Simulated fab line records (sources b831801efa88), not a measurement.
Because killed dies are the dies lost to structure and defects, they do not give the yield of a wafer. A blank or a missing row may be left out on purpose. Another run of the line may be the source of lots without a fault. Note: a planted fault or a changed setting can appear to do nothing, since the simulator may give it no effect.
Which tool is to blame? -- flow sky130 -- 10 lots, 30 wafers sampled, at 5 steps of a route of 708

== WHAT THE GAUGES READ, wafer by wafer ==
SKY_POLY_GATE_THK_MEAS_04. Usual: for POLY_GATE_CVD_03_THK the level is 74.3 nm and the standard deviation is 0.78.
lot,measured,on,POLY_GATE_CVD_03_THK (nm),flag
L451,day 14 16:16,film-metro-01,72.6 73.0 72.6,
L452,day 15 15:13,film-metro-02,74.3 74.4 74.6,
L455,day 16 12:12,film-metro-03,75.1 75.0 75.1,
L454,day 16 18:38,film-metro-03,76.5 76.7 76.1,
L463,day 21 00:34,film-metro-03,74.9 74.7 75.2,
L462,day 21 00:34,film-metro-02,74.8 74.5 74.9,
L466,day 21 03:07,film-metro-03,74.9 75.5 74.9,
L468,day 21 06:17,film-metro-02,73.9 74.2 74.7,
L472,day 22 16:04,film-metro-01,74.6 74.3 74.3,
L474,day 23 15:45,film-metro-02,73.8 73.3 73.3,

SKY_LDD_N_TW_MEAS_17. Usual: for LDD_N_TW the level is 2583 and the standard deviation is 20.
lot,measured,on,LDD_N_TW,flag
L451,day 17 02:43,film-metro-04,2570 2582 2589,
L452,day 18 03:47,film-metro-02,2606 2627 2616,
L455,day 19 02:29,film-metro-03,2587 2583 2579,
L454,day 19 09:34,film-metro-04,2574 2590 2582,
L463,day 23 15:39,film-metro-02,2927 2922 2925,OFF
L462,day 23 16:53,film-metro-04,2888 2899 2887,OFF
L466,day 23 19:36,film-metro-04,2567 2573 2562,
L468,day 23 22:25,film-metro-03,2595 2591 2594,
L472,day 25 08:15,film-metro-03,2602 2588 2587,
L474,day 26 06:50,film-metro-04,2555 2551 2561,

== TOOL THAT RAN EACH LOT (tool first, then ch and the chambers of the sampled wafers, then the start) ==
lot,SKY_RES_PROTECT_STRIP_07,SKY_LDD_N_IMPLANT_11,SKY_LDD_N_STRIP_16
L451,"plasma-asher-01 ch 0,1, day 14 14:14","implanter-04 ch 0, day 17 01:52","plasma-asher-04 ch 0,1, day 17 02:37"
L452,"plasma-asher-04 ch 0,1, day 15 12:10","implanter-02 ch 0, day 18 02:56","plasma-asher-03 ch 0,1, day 18 03:41"
L455,"plasma-asher-02 ch 0,1, day 16 10:32","implanter-01 ch 0, day 19 01:39","plasma-asher-01 ch 0,1, day 19 02:22"
L454,"plasma-asher-04 ch 0,1, day 16 14:41","implanter-01 ch 0, day 19 08:43","plasma-asher-01 ch 0,1, day 19 09:28"
L463,"plasma-asher-02 ch 0,1, day 20 22:02","implanter-04 ch 0, day 23 14:48","plasma-asher-01 ch 0,1, day 23 15:33"
L462,"plasma-asher-04 ch 0,1, day 20 22:20","implanter-04 ch 0, day 23 16:02","plasma-asher-01 ch 0,1, day 23 16:47"
L466,"plasma-asher-01 ch 1, day 20 23:35","implanter-02 ch 0, day 23 18:45","plasma-asher-03 ch 0,1, day 23 19:30"
L468,"plasma-asher-01 ch 0,1, day 21 04:43","implanter-01 ch 0, day 23 21:34","plasma-asher-03 ch 0,1, day 23 22:18"
L472,"plasma-asher-01 ch 0,1, day 22 14:31","implanter-01 ch 0, day 25 07:26","plasma-asher-04 ch 0,1, day 25 08:10"
L474,"plasma-asher-02 ch 0,1, day 23 14:10","implanter-02 ch 0, day 26 05:59","plasma-asher-04 ch 0,1, day 26 06:43"
- SKY_RES_PROTECT_STRIP_07: strips in O2/N2.
- SKY_LDD_N_IMPLANT_11
- SKY_LDD_N_STRIP_16: strips in O2/N2.

== WHAT THE TOOLS THEMSELVES READ (means of the sampled wafers that have a number; where no wafer has one, the mark that the record gives instead) ==
SKY_RES_PROTECT_STRIP_07. Usual: drypump-motor-current-A 5.6 A, standard deviation 0.48; oes-product-au 0.517 a.u., standard deviation 0.0048; strip-time-to-endpoint-s 23.31 s, standard deviation 0.052.
lot,tool,drypump-motor-current-A (A),oes-product-au (a.u.),strip-time-to-endpoint-s (s),flag
L451,plasma-asher-01,5.4,0.514,23.30,
L452,plasma-asher-04,6.1,0.513,23.36,
L455,plasma-asher-02,5.3,0.520,23.30,
L454,plasma-asher-04,6.1,0.515,23.28,
L463,plasma-asher-02,5.2,0.523,23.43,
L462,plasma-asher-04,6.2,0.521,23.32,
L466,plasma-asher-01,5.0,0.513,23.34,
L468,plasma-asher-01,5.5,0.518,23.25,
L472,plasma-asher-01,5.4,0.521,23.27,
L474,plasma-asher-02,5.2,0.518,23.33,

SKY_LDD_N_IMPLANT_11. Usual: beam-on-s 10.00 s, standard deviation 0.18; dose-ions-cm2 7.499e+13, standard deviation 8.7e+10; faraday-current-uA 423, standard deviation 7.7; rotation-deg 293.00 degrees, standard deviation 0.067.
lot,tool,beam-on-s (s),dose-ions-cm2,faraday-current-uA,rotation-deg (degrees),flag
L451,implanter-04,9.88,7.488e+13,428,293.01,
L452,implanter-02,9.91,7.496e+13,427,292.99,
L455,implanter-01,10.04,7.497e+13,420,293.08,
L454,implanter-01,10.03,7.495e+13,422,292.94,
L463,implanter-04,49.00,4.213e+14,485,292.99,OFF
L462,implanter-04,49.22,4.212e+14,483,293.02,OFF
L466,implanter-02,10.05,7.498e+13,422,293.01,
L468,implanter-01,10.15,7.506e+13,416,293.05,
L472,implanter-01,10.06,7.504e+13,420,292.97,
L474,implanter-02,9.93,7.505e+13,425,292.95,

SKY_LDD_N_STRIP_16. Usual: drypump-motor-current-A 5.7 A, standard deviation 0.44; oes-product-au 0.407 a.u., standard deviation 0.0045; strip-time-to-endpoint-s 4.320 s, standard deviation 0.016.
lot,tool,drypump-motor-current-A (A),oes-product-au (a.u.),strip-time-to-endpoint-s (s),flag
L451,plasma-asher-04,6.1,0.404,4.305,
L452,plasma-asher-03,5.5,0.404,4.335,
L455,plasma-asher-01,5.5,0.408,4.335,
L454,plasma-asher-01,5.2,0.404,4.320,
L463,plasma-asher-01,5.5,0.405,5.173,OFF
L462,plasma-asher-01,5.4,0.406,5.173,OFF
L466,plasma-asher-03,5.5,0.407,4.306,
L468,plasma-asher-03,5.5,0.404,4.314,
L472,plasma-asher-04,6.2,0.409,4.303,
L474,plasma-asher-04,6.1,0.411,4.313,

== THE ANSWER, worked out from the rows above alone ==
Rule: take the mean of a lot's wafers that have a number; if it is more than 3 standard deviations from the usual mean, the lot is off. Also off: a lot with no number at a reading for which 4 or more lots have one. The other lots that the step has rows for count as sound. Order of review: gauges by route order, followed by the tools' own readings, for which a lot's mean as printed above is used. At the first step where some lot is off, the reading lying furthest off is the one used; lots without a number count as furthest.
Off: at SKY_LDD_N_TW_MEAS_17 (LDD_N_TW), L463, L462.
A tool fits if, at a process step before that reading, it ran every lot that is off, and no sound lot after the first of them. Not tried: the gauges at SKY_LDD_N_TW_MEAS_17; whatever is off there is also off at SKY_LDD_N_IMPLANT_11, on other tools, and gauge error can't account for it. 2 tools fit, implanter-04 at SKY_LDD_N_IMPLANT_11 and plasma-asher-01 at SKY_LDD_N_STRIP_16, so this cannot tell which one it is.

== WHAT THE SIMULATOR PUT IN ==
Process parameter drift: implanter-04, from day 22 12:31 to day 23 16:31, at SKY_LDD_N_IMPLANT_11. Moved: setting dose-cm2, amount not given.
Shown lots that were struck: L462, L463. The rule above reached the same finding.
